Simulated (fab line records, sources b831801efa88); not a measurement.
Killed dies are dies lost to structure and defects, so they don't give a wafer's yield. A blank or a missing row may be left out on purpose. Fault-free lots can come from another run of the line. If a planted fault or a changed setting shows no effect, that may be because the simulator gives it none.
The tool behind it: which one? + flow gf180mcu + 14 lots, 42 wafers sampled, at 2 steps of a route of 602

== WHAT THE GAUGES SHOWED, per wafer ==
GF_HV_LDD_OVL_MEAS_08.
| lot  | measured     | on         | HV_LDD_OVL (nm) |
|------|--------------|------------|-----------------|
| L613 | day 10 11:04 | overlay-01 | 3.0 2.9 0.7     |
| L616 | day 11 03:55 | overlay-01 | -1.5 -0.9 -0.5  |
| L618 | day 11 11:42 | overlay-01 | -0.7 -1.1 -0.5  |
| L621 | day 12 13:45 | overlay-02 | 1.4 1.9 0.2     |
| L623 | day 13 07:07 | overlay-02 | 0.1 0.5 -0.2    |
| L625 | day 13 20:03 | overlay-01 | 2.1 1.2 1.1     |
| L626 | day 14 06:08 | overlay-02 | -0.5 0.9 0.5    |
| L627 | day 14 10:41 | overlay-02 | 0.2 1.3 -0.7    |
| L628 | day 14 13:33 | overlay-01 | -1.2 -0.7 1.7   |
| L630 | day 15 04:27 | overlay-02 | 2.8 1.6 1.5     |
| L631 | day 15 11:22 | overlay-01 | 1.6 -0.1 0.4    |
| L632 | day 16 00:19 | overlay-02 | 1.7 1.0 0.2     |
| L634 | day 16 12:11 | overlay-01 | -0.3 -1.2 -0.9  |
| L636 | day 17 02:13 | overlay-02 | -0.3 1.3 -2.2   |

== EACH LOT AND THE TOOL THAT RAN IT (in order: tool; ch and the chambers of the sampled wafers; start) ==
| lot  | GF_VT_IMPLANT_STRIP_31               |
|------|--------------------------------------|
| L613 | plasma asher-01 ch 0,1, day 7 08:08  |
| L616 | plasma asher-01 ch 0, day 7 22:58    |
| L618 | plasma asher-02 ch 0,1, day 8 06:09  |
| L621 | plasma asher-01 ch 0,1, day 9 04:05  |
| L623 | plasma asher-02 ch 0,1, day 9 16:13  |
| L625 | plasma asher-03 ch 0,1, day 10 06:48 |
| L626 | plasma asher-02 ch 0,1, day 10 14:33 |
| L627 | plasma asher-03 ch 0,1, day 10 20:14 |
| L628 | plasma asher-03 ch 0, day 10 22:13   |
| L630 | plasma asher-03 ch 0,1, day 11 11:07 |
| L631 | plasma asher-01 ch 0,1, day 11 18:10 |
| L632 | plasma asher-01 ch 0,1, day 12 02:25 |
| L634 | plasma asher-01 ch 0,1, day 12 15:30 |
| L636 | plasma asher-02 ch 0,1, day 13 04:34 |
- GF_VT_IMPLANT_STRIP_31: strips in O2/N2.

== AS READ BY THE TOOLS THEMSELVES (means over the sampled wafers that have a number; for cases with no such wafer, the mark the record gives instead) ==
GF_VT_IMPLANT_STRIP_31.
| lot  | tool            | drypump motor current A (A) | heater power w (W) | o2 flow sccm (sccm) | oes product au (a.u.) | strip time to endpoint s (s) |
|------|-----------------|-----------------------------|--------------------|---------------------|-----------------------|------------------------------|
| L613 | plasma asher-01 | 5.8                         | 351                | 3005                | 0.717                 | 12.62                        |
| L616 | plasma asher-01 | 6.1                         | 336                | 3007                | 0.713                 | 12.60                        |
| L618 | plasma asher-02 | 4.8                         | 355                | 3005                | 0.720                 | 12.69                        |
| L621 | plasma asher-01 | 5.4                         | 363                | 2996                | 0.716                 | 12.66                        |
| L623 | plasma asher-02 | 5.0                         | 354                | 3004                | 0.714                 | 12.66                        |
| L625 | plasma asher-03 | 5.7                         | 316                | 3001                | 0.715                 | 12.66                        |
| L626 | plasma asher-02 | 4.8                         | 345                | 2994                | 0.713                 | 12.64                        |
| L627 | plasma asher-03 | 6.0                         | 317                | 2996                | 0.717                 | 12.60                        |
| L628 | plasma asher-03 | 6.2                         | 307                | 3011                | 0.716                 | 12.66                        |
| L630 | plasma asher-03 | 5.7                         | 328                | 3000                | 0.720                 | 12.59                        |
| L631 | plasma asher-01 | 5.4                         | 370                | 2998                | 0.712                 | 12.66                        |
| L632 | plasma asher-01 | 5.8                         | 350                | 3000                | 0.715                 | 12.64                        |
| L634 | plasma asher-01 | 5.4                         | 369                | 3003                | 0.718                 | 12.62                        |
| L636 | plasma asher-02 | 4.9                         | 355                | 2998                | 0.711                 | 12.61                        |

== THE ANSWER, worked out from the rows above alone ==
Rule: what is usual is taken from the lots themselves. Put in order of their means at a reading, lots are off if they are a third of the lots or fewer, leave a main group of 4 or more, and stand apart from it by a gap of 3 or more times the standard deviation of the main group's means; of several such gaps the widest counts. Not used: any main group whose means are identical at the precision the tables above print for the reading. Also off: a lot with no number at a reading for which 4 or more lots have one. Any other lot the step has rows for is counted as sound. First the gauges in route order, then the tools' own readings, where a lot's mean is used as printed above. The first step at which some lot is off is used, and at that step the reading that is off furthest; a lot without a number counts as furthest.
Nothing can be told from this: no lot is off at any reading shown.

== WHAT THE SIMULATOR HAD PUT IN ==
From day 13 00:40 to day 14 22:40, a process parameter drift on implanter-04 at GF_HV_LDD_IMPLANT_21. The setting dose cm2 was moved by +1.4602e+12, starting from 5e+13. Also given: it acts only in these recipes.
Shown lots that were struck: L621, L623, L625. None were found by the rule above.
